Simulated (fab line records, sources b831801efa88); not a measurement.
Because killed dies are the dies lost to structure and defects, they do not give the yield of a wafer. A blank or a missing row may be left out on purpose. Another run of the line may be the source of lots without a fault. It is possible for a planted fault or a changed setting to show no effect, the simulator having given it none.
Which tool was responsible? || flow gf180mcu || Sampling: 6 lots, 18 wafers, 2 of 602 route steps

## WHAT THE GAUGES SHOWED, per wafer
GF_DUAL_GATE_THK_MEAS_03.
{"lot": "L254", "measured": "day 8 09:44", "on": "filmMetro-03", "DUAL_GATE_OXIDATION_00_THK (nm)": "11.06 10.93 11.21"}
{"lot": "L256", "measured": "day 8 22:56", "on": "filmMetro-03", "DUAL_GATE_OXIDATION_00_THK (nm)": "10.98 10.81 10.89"}
{"lot": "L260", "measured": "day 10 17:22", "on": "filmMetro-02", "DUAL_GATE_OXIDATION_00_THK (nm)": "10.93 10.89 10.89"}
{"lot": "L263", "measured": "day 11 05:50", "on": "filmMetro-03", "DUAL_GATE_OXIDATION_00_THK (nm)": "16.08 16.21 16.13"}
{"lot": "L270", "measured": "day 13 10:00", "on": "filmMetro-03", "DUAL_GATE_OXIDATION_00_THK (nm)": "11.15 11.05 11.35"}
{"lot": "L272", "measured": "day 13 12:55", "on": "filmMetro-04", "DUAL_GATE_OXIDATION_00_THK (nm)": "10.84 10.94 10.80"}

## WHICH TOOL RAN EACH LOT (tool, then ch and the chambers of the sampled wafers, then the start)
{"lot": "L254", "GF_DUAL_GATE_OXIDATION_02": "furnace-01 ch 0, day 8 08:16"}
{"lot": "L256", "GF_DUAL_GATE_OXIDATION_02": "furnace-01 ch 0, day 8 21:29"}
{"lot": "L260", "GF_DUAL_GATE_OXIDATION_02": "furnace-01 ch 0, day 10 15:56"}
{"lot": "L263", "GF_DUAL_GATE_OXIDATION_02": "furnace-02 ch 0, day 11 04:23"}
{"lot": "L270", "GF_DUAL_GATE_OXIDATION_02": "furnace-01 ch 0, day 13 08:33"}
{"lot": "L272", "GF_DUAL_GATE_OXIDATION_02": "furnace-01 ch 0, day 13 11:26"}
- GF_DUAL_GATE_OXIDATION_02: stabilise 600 s, purge 300 s, target thk 10.887 nm.

## THE ANSWER, worked out from the rows above alone
Rule: the usual values come from the lots themselves. The widest of any qualifying gaps counts: lots, ordered by their means at a reading, are off when they make up no more than a third of the lots, leave a main group of 4 or more, and stand apart from it by 3 or more times the standard deviation of that group's means. A main group whose means are all the same, to the digits that the tables above print for the reading, isn't used. A lot without any number at a reading at which 4 lots or more have one is off too. Any other lot the step has rows for is counted as sound.
Off: at GF_DUAL_GATE_THK_MEAS_03 (DUAL_GATE_OXIDATION_00_THK), L263. Mean 10.98 nm and standard deviation 0.12 in the main group.
If a tool, at a process step before that reading, ran all the lots that are off and no sound lot after the first of them, it fits. Gauges at GF_DUAL_GATE_THK_MEAS_03: tried the same way as those tools. One fits: furnace-02 at GF_DUAL_GATE_OXIDATION_02. It ran no sound lot before its first lot that is off in this sample, so the start can't be narrowed down.

## WHAT THE SIMULATOR HAD INSERTED
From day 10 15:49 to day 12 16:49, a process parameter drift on furnace-02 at GF_DUAL_GATE_OXIDATION_02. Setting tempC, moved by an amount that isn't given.
Struck lots among those shown: L263. This agrees with what the rule above found.
